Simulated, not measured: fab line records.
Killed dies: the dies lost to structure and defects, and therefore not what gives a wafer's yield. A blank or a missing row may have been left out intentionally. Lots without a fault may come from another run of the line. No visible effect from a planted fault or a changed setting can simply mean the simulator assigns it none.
One fault through the eyes of 2 desks :: flow sky130 :: every desk sees just its own numbers, and what lay behind them comes last

## FOR THE TOOL OWNER'S DESK: cmp-01
The tool's own readings at SKY_CONTACT_CMP_27 (polishes, stops on SiO2, t overpolish 15 s, target thk 0 nm): means of the sampled wafers that have a number, for each lot that ran on this tool. Any lot whose mean is over 4 standard deviations away from the usual mean is out of limits and marked OUT; that distance is given in the brackets.
Columns: A = motor current A at SKY_CONTACT_CMP_27, usual 11.2 A; B = overpolish run s at SKY_CONTACT_CMP_27, usual 14.999 s; C = time to endpoint s at SKY_CONTACT_CMP_27, usual 82 s
lot: L452
first seen here: day 31 09:03
A: 11.7
B: 14.999
C: 84

lot: L453
first seen here: day 31 15:46
A: 11.7
B: 15.003
C: 84

lot: L455
first seen here: day 32 07:51
A: 11.5
B: 15.007
C: 84

lot: L457
first seen here: day 33 04:23
A: 11.6
B: 14.994
C: 87

lot: L458
first seen here: day 33 07:59
A: 11.5
B: 15.001
C: 86

lot: L460
first seen here: day 33 23:02
A: 11.2
B: 15.002
C: 83

lot: L461
first seen here: day 34 13:20
A: 11.2
B: 14.994
C: 80

lot: L470
first seen here: day 37 12:33
A: 11.5
B: 14.990
C: 82

lot: L475
first seen here: day 39 05:43
A: 11.0
B: 14.998
C: 86

lot: L471
first seen here: day 39 08:31
A: 11.3
B: 15.002
C: 82
This desk's verdict: no lot among the 10 shows anything out of limits.

## FROM THE METROLOGY DESK
What the gauges read, lot by lot, whatever tool the lot ran on: means of the sampled wafers that have a number. Any lot whose mean is over 4 standard deviations away from the usual mean is out of limits and marked OUT; that distance is given in the brackets.
Columns: A = VIA4_W_THK at SKY_VIA4_THK_MEAS_20, usual 503 nm
lot: L452
first seen here: day 42 13:54
A: 505

lot: L453
first seen here: day 42 20:49
A: 504

lot: L454
first seen here: day 43 00:17
A: 506

lot: L455
first seen here: day 43 11:58
A: 509

lot: L456
first seen here: day 43 14:33
A: 500

lot: L457
first seen here: day 44 03:35
A: 508

lot: L458
first seen here: day 44 05:01
A: 492

lot: L460
first seen here: day 44 17:50
A: 489

lot: L461
first seen here: day 45 06:58
A: 499

lot: L462
first seen here: day 45 14:46
A: 505

lot: L470
first seen here: day 47 14:47
A: 502

lot: L475
first seen here: day 48 20:59
A: 500

lot: L471
first seen here: day 48 23:50
A: 516
This desk's verdict: no lot among the 13 shows anything out of limits.

## PUT TOGETHER
The desk of the tool owner found nothing out of limits.
Metrology desk: nothing out of limits seen.

## WHAT THE SIMULATOR PUT IN
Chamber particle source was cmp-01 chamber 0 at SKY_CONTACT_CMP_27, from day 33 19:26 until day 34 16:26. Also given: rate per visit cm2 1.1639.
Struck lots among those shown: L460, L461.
